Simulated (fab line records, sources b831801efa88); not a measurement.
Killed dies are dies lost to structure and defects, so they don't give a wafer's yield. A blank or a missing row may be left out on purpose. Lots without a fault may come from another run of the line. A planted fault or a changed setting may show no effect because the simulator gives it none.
Which tool did it? | flow sky130 | 11 lots, 33 wafers sampled, at 2 steps of a route of 708

WHAT THE GAUGES READ, wafer by wafer
SKY_METAL4_CD_MEAS_13: target cd 300 nm. Usual: cd_nm 300.3 nm, standard deviation 1.5.
lot  | measured     | on        | cd_nm (nm)        | flag
L303 | day 41 17:12 | cd_sem-02 | 299.7 299.4 299.8 |
L304 | day 42 09:36 | cd_sem-02 | 301.7 302.4 301.1 |
L306 | day 43 01:01 | cd_sem-02 | 301.9 301.7 301.9 |
L308 | day 43 15:19 | cd_sem-01 | 298.8 298.6 298.3 |
L315 | day 45 07:20 | cd_sem-01 | 298.4 298.1 298.1 |
L316 | day 45 11:31 | cd_sem-02 | 299.6 299.6 298.7 |
L319 | day 46 11:39 | cd_sem-01 | 301.5 300.1 300.0 |
L321 | day 47 03:18 | cd_sem-01 | 301.0 300.6 299.9 |
L322 | day 47 05:31 | cd_sem-01 | 299.7 299.9 299.0 |
L324 | day 47 11:04 | cd_sem-02 | 299.1 298.5 299.7 |
L325 | day 47 16:27 | cd_sem-01 | 298.6 298.0 299.9 |

WHICH TOOL RAN EACH LOT (tool, then ch and the chambers of the sampled wafers, then the start)
lot  | SKY_METAL4_SPUTTER_00
L303 | pvd_sputter-04, day 39 15:55
L304 | pvd_sputter-03, day 40 09:11
L306 | pvd_sputter-03, day 41 01:52
L308 | pvd_sputter-02, day 41 16:01
L315 | pvd_sputter-03, day 43 10:19
L316 | pvd_sputter-03, day 43 14:23
L319 | pvd_sputter-02, day 44 17:00
L321 | pvd_sputter-02, day 45 08:20
L322 | pvd_sputter-04, day 45 12:40
L324 | pvd_sputter-02, day 45 17:11
L325 | pvd_sputter-04, day 45 22:57
- SKY_METAL4_SPUTTER_00: material Ti, target thk 15 nm, time 10 s.

WHAT THE TOOLS THEMSELVES READ (means of the sampled wafers that have a number; where no wafer has one, the mark that the record gives instead)
SKY_METAL4_SPUTTER_00. Usual: throttle_valve_pct 29.8 %, standard deviation 1.1.
lot  | tool           | throttle_valve_pct (%) | flag
L303 | pvd_sputter-04 | 30.6                   |
L304 | pvd_sputter-03 | 30.1                   |
L306 | pvd_sputter-03 | 30.2                   |
L308 | pvd_sputter-02 | 29.3                   |
L315 | pvd_sputter-03 | 31.1                   |
L316 | pvd_sputter-03 | 31.0                   |
L319 | pvd_sputter-02 | 29.3                   |
L321 | pvd_sputter-02 | 29.4                   |
L322 | pvd_sputter-04 | 31.2                   |
L324 | pvd_sputter-02 | 29.1                   |
L325 | pvd_sputter-04 | 29.4                   |

THE ANSWER, worked out from the rows above alone
Rule: a lot is off if the mean of its wafers that have a number lies more than 3 standard deviations from the usual mean. A lot without any number at a reading at which 4 lots or more have one is off too. The other lots that the step has rows for count as sound. The gauges are gone through in route order, then the tools' own readings, and for those a lot's mean is taken as printed above. The first step at which some lot is off is used, and at that step the reading that is off furthest; a lot without a number counts as furthest.
No lot is off at any reading shown: from this, nothing can be told.

WHAT THE SIMULATOR HAD PUT IN
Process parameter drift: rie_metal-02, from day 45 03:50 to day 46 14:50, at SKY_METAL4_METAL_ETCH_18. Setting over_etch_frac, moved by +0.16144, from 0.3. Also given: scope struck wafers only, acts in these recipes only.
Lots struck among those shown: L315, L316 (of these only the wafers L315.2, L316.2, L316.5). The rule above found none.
